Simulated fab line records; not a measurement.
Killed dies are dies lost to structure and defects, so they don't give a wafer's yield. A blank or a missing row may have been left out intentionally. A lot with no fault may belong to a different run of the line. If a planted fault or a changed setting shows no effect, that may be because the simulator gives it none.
fab line records	flow gf180mcu
record lots=7	wafers=21	lastDay=34
route steps=602 shown V1@353 M2@362
lots that met no fault: taken from a fault-free run of the same line
startH: start of the lot's first displayed wafer, in hours after the record's first day	waitH: time in hours since the lot's previous step	" identical to the entry in the row above	L1.1+2: one row covering several wafers at once	- value missing, or start not given	* or withheld: withheld	< > ~ a bound
route shown NAME@n: a module of which the file shows steps, and the number in the route of the first	usual: mean and standard deviation over wafers with no fault	same: alike in all rows	chamber/n: place in a boat	sites: the reading at each site	_std_site: standard deviation of those values	_edge_site: outer sites' mean less inner sites'	radiusMm: how far each site lies from the wafer's centre	mask NAME#n: copy n	behind: tool/chamber where the wafer was last shaped	hold: cause of the lot's hold/its duration in hours/its outcome	device: whichever transistor did not switch (one of n, p or np)	end of line: tests run on the same wafers once the route is complete	for a step that has no rows: nothing shown but its recipe	killed: dies that structure and defects cost at the first sort, which is not the same as the wafer's yield	map: shows each die of a wafer: x if killed, . if not, _ if none is there
set.NAME: the setting the step ran with; set.NAME@STEP: the setting that earlier step ran with	model.NAME: the simulator's own value behind a step, which no gauge read
lots at some steps of the route; a table a step, a row a wafer
services: the hour from which a tool's chamber was out of use, counted from the record's first day as startH (under 0 if before that day), plus the number of hours and why
## steps
# step GF_V1_STRIP_18
# recipe chemistry=O2/N2	powerW=1400	pressureMtorr=1500	platenTempC=250	o2FlowSccm=3000	n2FlowSccm=300	overashFraction=0.5
# usual chamberPressureMTorr=1500.1/1.5	drypumpMotorCurrentA=5.8/0.48	heaterPowerW=355/44	o2FlowSccm=3000/8.9	oesProductAu=0.594/0.005
lot.wafer	tool	chamber	startH	waitH	chamberPressureMTorr	drypumpMotorCurrentA	heaterPowerW	o2FlowSccm	oesProductAu	rfHoursCounterH
L644.1	plasmaAsher-03	0	439.44	-	1499.1	6.4	326	2994	0.588	66
L644.4	"	1	"	"	1497.3	5.2	281	3005	0.598	-
L644.5	"	1	"	"	1500.1	5.2	288	3007	0.600	-
L649.1	plasmaAsher-02	0	489.73	-	1502.3	5.8	357	2994	0.586	37
L649.2	"	1	"	"	1504.3	6.3	420	2982	0.591	37
L649.6	"	1	"	"	1502.3	6.3	411	2975	0.595	-
L650.3	plasmaAsher-02	0	496.67	-	1497.0	5.8	346	2999	0.587	-
L650.4	"	1	"	"	1499.7	6.3	424	2985	0.591	-
L650.6	"	0	"	"	1501.6	5.8	351	3002	0.590	-
L651.2	plasmaAsher-02	1	504.09	-	1498.6	6.3	427	3011	0.603	39
L651.5	"	0	"	"	1497.0	5.7	352	3001	0.589	-
L651.6	"	1	"	"	1499.1	6.3	416	3004	0.603	-
L659.3	plasmaAsher-02	0	567.82	-	1499.5	5.8	356	2986	0.585	-
L659.4	"	1	"	"	1496.3	6.4	418	2998	0.596	-
L659.6	"	0	"	"	1502.3	5.8	357	3008	0.595	-
L660.2	plasmaAsher-02	0	572.89	-	1500.0	5.7	351	3012	0.592	45
L660.3	"	1	"	"	1499.6	6.3	424	2997	0.598	-
L660.6	"	1	"	"	1500.8	6.3	407	3012	0.592	-
L664.3	plasmaAsher-02	1	607.72	-	1499.3	6.3	413	3009	0.599	-
L664.5	"	0	"	"	1499.2	5.7	356	3010	0.594	-
L664.6	"	1	"	"	1502.0	6.3	416	3025	0.591	-
# step GF_V1_STRIP_19
# recipe chemistry=postEtchResidueRemover	timeS=1200	tempC=72.5
# step GF_V1_CLEAN_20
# recipe chemistry=DIW	dry=n2Spin
# step GF_V1_SPUTTER_21
# recipe material=Ti	targetThkNm=15	chamberPressurePa=5	powerW=2500	substrateTempC=200	timeS=80.02
# step GF_V1_SPUTTER_22
# recipe material=TiN	targetThkNm=10	chamberPressurePa=5	powerW=4000	timeS=40
# usual throttleValvePct=29.9/1
lot.wafer	tool	chamber	startH	waitH	throttleValvePct
L644.1	pvdSputter-03	-	440.04	0.0	31.4
L644.4	"	-	"	"	31.2
L644.5	"	-	"	"	30.7
L649.1	pvdSputter-01	-	490.37	0.0	28.2
L649.2	"	-	"	"	30.7
L649.6	"	-	"	"	30.1
L650.3	pvdSputter-04	-	497.26	0.0	29.8
L650.4	"	-	"	"	30.5
L650.6	"	-	"	"	31.6
L651.2	pvdSputter-04	-	504.69	0.0	30.6
L651.5	"	-	"	"	30.0
L651.6	"	-	"	"	31.5
L659.3	pvdSputter-01	-	568.39	0.0	30.8
L659.4	"	-	"	"	30.0
L659.6	"	-	"	"	29.9
L660.2	pvdSputter-04	-	573.48	0.0	30.5
L660.3	"	-	"	"	28.3
L660.6	"	-	"	"	30.5
L664.3	pvdSputter-01	-	608.29	0.0	29.5
L664.5	"	-	"	"	30.1
L664.6	"	-	"	"	30.4
# step GF_V1_CVD_23
# recipe material=W	targetThkNm=350	timeS=105.05	tempC=400	pressureTorr=40
# step GF_V1_RS_MEAS_24
# recipe thkMeasGauge=four-point-probe	reads=W_of_V1_CVD_23+TiN_of_V1_SPUTTER_22+Ti_of_V1_SPUTTER_21
# usual V1_W_RS=0.327/0.0038
lot.wafer	tool	chamber	startH	waitH	V1_W_RS[ohm/sq]
L644.1	filmMetro-01	-	440.19	0.1	0.328
L644.4	"	-	"	"	0.328
L644.5	"	-	"	"	0.325
L649.1	filmMetro-03	-	490.52	0.1	0.318
L649.2	"	-	"	"	0.317
L649.6	"	-	"	"	0.322
L650.3	filmMetro-01	-	497.45	0.1	0.324
L650.4	"	-	"	"	0.329
L650.6	"	-	"	"	0.327
L651.2	filmMetro-02	-	504.86	0.1	0.324
L651.5	"	-	"	"	0.325
L651.6	"	-	"	"	0.327
L659.3	filmMetro-03	-	568.59	0.1	0.326
L659.4	"	-	"	"	0.330
L659.6	"	-	"	"	0.329
L660.2	filmMetro-03	-	573.66	0.1	0.320
L660.3	"	-	"	"	0.324
L660.6	"	-	"	"	0.330
L664.3	filmMetro-01	-	608.49	0.1	0.323
L664.5	"	-	"	"	0.327
L664.6	"	-	"	"	0.323
# step GF_V1_THK_MEAS_25
# recipe thkMeasGauge=xrf	reads=W_of_V1_CVD_23
# usual V1_W_THK=356/4.8
lot.wafer	tool	chamber	startH	waitH	V1_W_THK[nm]
L644.1	filmMetro-01	-	440.31	0.1	357
L644.4	"	-	"	"	355
L644.5	"	-	"	"	361
L649.1	filmMetro-03	-	490.64	0.1	363
L649.2	"	-	"	"	363
L649.6	"	-	"	"	360
L650.3	filmMetro-01	-	497.55	0.1	360
L650.4	"	-	"	"	357
L650.6	"	-	"	"	359
L651.2	filmMetro-02	-	504.97	0.1	365
L651.5	"	-	"	"	362
L651.6	"	-	"	"	362
L659.3	filmMetro-03	-	568.69	0.1	353
L659.4	"	-	"	"	350
L659.6	"	-	"	"	350
L660.2	filmMetro-03	-	573.77	0.1	359
L660.3	"	-	"	"	355
L660.6	"	-	"	"	350
L664.3	filmMetro-01	-	608.59	0.1	363
L664.5	"	-	"	"	360
L664.6	"	-	"	"	365
# step GF_V1_CMP_26
# recipe stopOn=SiO2	downForcePsi=3.5	platenRpm=60	tOverpolishS=15	targetThkNm=0	padVelocityMS=0.94248
# usual motorCurrentA=11.1/1.1	overpolishRunS=15.000/0.0087	timeToEndpointS=86/4.2
lot.wafer	tool	chamber	startH	waitH	motorCurrentA	overpolishRunS	timeToEndpointS
L644.4	cmp-01	1	440.37	0.0	11.0	14.992	81
L644.1	"	0	"	"	11.2	15.008	89
L644.5	"	1	"	"	10.9	15.006	81
L649.2	cmp-02	3	490.70	0.0	14.0	15.006	93
L649.1	"	0	"	"	11.4	14.980	85
L649.6	"	3	"	"	14.3	15.001	94
L650.3	cmp-01	0	497.64	0.1	11.4	15.006	93
L650.4	"	2	"	"	10.2	15.005	83
L650.6	"	0	"	"	10.8	14.980	92
L651.2	cmp-01	3	505.12	0.1	10.3	14.999	90
L651.5	"	1	"	"	10.9	15.003	87
L651.6	"	2	"	"	10.8	15.004	83
L659.4	cmp-02	2	568.78	0.1	10.7	15.008	81
L659.3	"	3	"	"	13.9	15.006	87
L659.6	"	1	"	"	11.9	15.006	81
L660.3	cmp-01	0	573.92	0.1	11.4	14.997	91
L660.2	"	1	"	"	11.7	15.005	84
L660.6	"	2	"	"	9.8	15.002	85
L664.3	cmp-01	3	608.68	0.1	10.0	14.993	89
L664.6	"	2	"	"	9.9	15.000	82
L664.5	"	3	"	"	10.1	15.004	87
# step GF_M2_SPUTTER_00
# recipe material=Ti	targetThkNm=37.5	arrivingIonEnergyEv=80	substrateTempC=200	chamberPressurePa=2	powerW=4000	timeS=150
# step GF_M2_SPUTTER_01
# recipe material=TiN	targetThkNm=30	powerW=6500	timeS=25	chamberPressurePa=0.4
# step GF_M2_SPUTTER_02
# recipe material=AlCu	targetThkNm=450	powerW=10600	timeS=23.9	chamberPressurePa=0.4
# usual throttleValvePct=29.9/1
lot.wafer	tool	chamber	startH	waitH	throttleValvePct
L644.1	pvdSputter-02	-	440.80	0.0	28.5
L644.4	"	-	"	"	29.6
L644.5	"	-	"	"	30.5
L649.1	pvdSputter-03	-	491.13	0.0	31.4
L649.2	"	-	"	"	29.5
L649.6	"	-	"	"	30.8
L650.3	pvdSputter-03	-	498.03	0.0	31.6
L650.4	"	-	"	"	30.7
L650.6	"	-	"	"	30.5
L651.2	pvdSputter-03	-	505.45	0.0	29.6
L651.5	"	-	"	"	29.8
L651.6	"	-	"	"	31.2
L659.3	pvdSputter-01	-	569.17	0.0	29.3
L659.4	"	-	"	"	30.7
L659.6	"	-	"	"	30.4
L660.2	pvdSputter-02	-	574.25	0.0	29.6
L660.3	"	-	"	"	28.3
L660.6	"	-	"	"	28.4
L664.3	pvdSputter-03	-	609.06	0.0	29.4
L664.5	"	-	"	"	30.6
L664.6	"	-	"	"	31.2
# step GF_M2_SPUTTER_03
# recipe material=Ti	targetThkNm=10	substrateTempC=300	chamberPressurePa=0.3	powerW=3000	timeS=6.7
# usual substrateTempC=299.98/0.18	throttleValvePct=29.8/1
lot.wafer	tool	chamber	startH	waitH	substrateTempC	throttleValvePct	model.Ti_of_M2_SPUTTER_03.thkNm
L644.1	pvdSputter-02	-	440.83	0.0	300.18	28.3	9.962
L644.4	"	-	"	"	299.93	29.4	10.5
L644.5	"	-	"	"	299.80	30.9	10.18
L649.1	pvdSputter-03	-	491.16	0.0	299.89	31.5	14.12
L649.2	"	-	"	"	299.96	29.7	9.993
L649.6	"	-	"	"	300.16	30.5	13.99
L650.3	pvdSputter-03	-	498.06	0.0	299.94	31.2	14.04
L650.4	"	-	"	"	299.78	30.7	9.887
L650.6	"	-	"	"	299.98	30.4	13.93
L651.2	pvdSputter-03	-	505.48	0.0	300.03	29.7	10.33
L651.5	"	-	"	"	300.08	29.6	10.24
L651.6	"	-	"	"	300.20	31.3	14.4
L659.3	pvdSputter-01	-	569.21	0.0	299.95	29.4	10.26
L659.4	"	-	"	"	299.68	30.6	10.06
L659.6	"	-	"	"	300.02	30.6	10.06
L660.2	pvdSputter-02	-	574.28	0.0	300.28	29.7	10.25
L660.3	"	-	"	"	300.22	28.0	10.28
L660.6	"	-	"	"	300.26	28.5	10.06
L664.3	pvdSputter-03	-	609.09	0.0	300.06	29.6	10.48
L664.5	"	-	"	"	300.09	30.6	10.33
L664.6	"	-	"	"	300.06	31.4	10.39
# step GF_M2_SPUTTER_04
# recipe material=TiN	targetThkNm=50	powerW=6500	timeS=41.7	chamberPressurePa=0.4
# usual throttleValvePct=29.9/1
lot.wafer	tool	chamber	startH	waitH	throttleValvePct
L644.1	pvdSputter-02	-	440.85	0.0	28.4
L644.4	"	-	"	"	29.5
L644.5	"	-	"	"	30.8
L649.1	pvdSputter-03	-	491.18	0.0	31.4
L649.2	"	-	"	"	29.5
L649.6	"	-	"	"	30.4
L650.3	pvdSputter-03	-	498.08	0.0	31.5
L650.4	"	-	"	"	30.6
L650.6	"	-	"	"	30.8
L651.2	pvdSputter-03	-	505.50	0.0	29.4
L651.5	"	-	"	"	29.3
L651.6	"	-	"	"	31.5
L659.3	pvdSputter-01	-	569.23	0.0	29.4
L659.4	"	-	"	"	30.6
L659.6	"	-	"	"	30.7
L660.2	pvdSputter-02	-	574.30	0.0	29.4
L660.3	"	-	"	"	28.3
L660.6	"	-	"	"	28.3
L664.3	pvdSputter-03	-	609.11	0.0	29.7
L664.5	"	-	"	"	30.8
L664.6	"	-	"	"	31.3
## services
tool	chamber	startH	hours	kind
cmp-01	-	418.77	0.4	repair
plasmaAsher-02	-	428.39	2.3	repair
pvdSputter-03	3	430.73	-	consumableReplace:kit
pvdSputter-03	3	430.73	18.0	scheduledDown
pvdSputter-03	3	430.73	18.0	ventCycle
pvdSputter-03	-	474.38	5.7	repair
cmp-01	-	478.38	0.2	repair
cmp-01	-	481.09	0.7	repair
plasmaAsher-02	-	481.29	0.5	repair
pvdSputter-01	-	494.22	2.5	repair
pvdSputter-02	1	514.65	-	consumableReplace:kit
pvdSputter-02	1	514.65	18.0	scheduledDown
pvdSputter-02	1	514.65	18.0	ventCycle
plasmaAsher-02	-	521.52	4.3	pm
cmp-02	-	527.63	0.4	repair
cmp-01	-	546.60	1.9	repair
pvdSputter-02	-	546.71	1.0	repair
pvdSputter-04	-	548.40	0.5	repair
cmp-02	-	572.00	4.0	pm
pvdSputter-03	2	578.78	-	consumableReplace:kit
pvdSputter-03	2	578.78	18.0	scheduledDown
pvdSputter-03	2	578.78	18.0	ventCycle
pvdSputter-02	-	595.48	3.9	repair
cmp-02	-	597.70	0.7	repair
## key
firstSign none at tools or gauges
modelEffect step=GF_M2_SPUTTER_03	value=Ti_of_M2_SPUTTER_03.thkNm	without=9.978	struck=14.1
metAt GF_M2_SPUTTER_03
struckWafers L649.1,L649.6,L650.3,L650.6,L651.6
fault kind=processParameterDrift	tool=pvdSputter-03	chamber=-	onsetH=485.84	steps=GF_M2_SPUTTER_03	channel=targetThkNm	offset=4.1185	shape=step	endH=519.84	scope=struckWafersOnly	actsIn=theseRecipesOnly	stated=10
